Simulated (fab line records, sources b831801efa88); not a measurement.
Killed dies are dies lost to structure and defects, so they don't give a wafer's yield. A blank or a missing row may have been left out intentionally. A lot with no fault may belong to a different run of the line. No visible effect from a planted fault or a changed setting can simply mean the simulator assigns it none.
Problem report in the 8D (eight disciplines) form, filled by code / flow sky130 / the parts of the form that need people (team, actions taken, sign-off) are left out

## 1. THE PROBLEM
beam_energy_keV at SKY_LDD_N_IMPLANT_12 reads a mean of 29.472 on 6 wafers of 2 lots; wafers without a fault read 50.000 with a standard deviation of 0.016. That is -99 or more standard deviations from the usual mean.
Seen first at day 23 23:26 on implanter-02, wafer L565.4. At this step, 18 wafers from 6 lots have a number in the record. The rule behind "out" and "out of limits": a value lying over 4 standard deviations away from the usual mean. All remaining wafers that have a number are taken as sound.

## 2. WHAT IT IS, AND WHAT IT ISN'T
question=which readings at this step | is=beam_energy_keV | is not=-
question=which lots | is=L565, L566 | is not=L557, L564, L567, L571
question=which wafers of those lots | is=all that have a number | is not=-
question=read on which tools | is=implanter-02 | is not=implanter-01, implanter-03
question=when | is=from day 23 23:26 | is not=up to then (6 sound wafers); but 6 sound wafers of L567, L571 came after

## 3. SUSPECTS, AND WHAT RULES EACH OUT
Counting: a tool at any process step up to the reading remains a suspect when it ran all the lots that are out and ran no sound lot after the first of those.
- implanter-02 at SKY_LDD_N_IMPLANT_12: kept. All lots that are out passed through it, beginning with L565 at day 23 23:26, and no sound lot followed; its final sound lot before that point was L564 at day 23 19:10. Out on those wafers are its own readings of beam_energy_keV.
Remaining after the count: implanter-02 at SKY_LDD_N_IMPLANT_12.

## 4. THE CAUSE (what the simulator had put in)
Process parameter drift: implanter-02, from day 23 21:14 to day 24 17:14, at SKY_LDD_N_IMPLANT_12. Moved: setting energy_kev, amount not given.
After counting, this tool was the only one left.

## 5. SEQUENCE OF EFFECTS, ordered by route
Rows list readings where the struck wafers' mean (over those with a number) sits beyond 3 standard deviations from the usual. Scope: only readings with a usual standard deviation given in the record; hours: median across lots of the time from each lot's start at the first step in this table that gives one to its start at this step; sigmas: change in usual standard deviations.
hours=0; step=SKY_LDD_N_IMPLANT_12; reading=beam_energy_keV; usual=50.000; on struck wafers=29.472; change=-20.528; sigmas=-99 or more
Its process steps:
- SKY_LDD_N_IMPLANT_12

## 6. WHAT WOULD HAVE CAUGHT IT SOONER
The fault began at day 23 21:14; the first out-of-limits reading in this record came at day 23 23:26, 2 hours later.
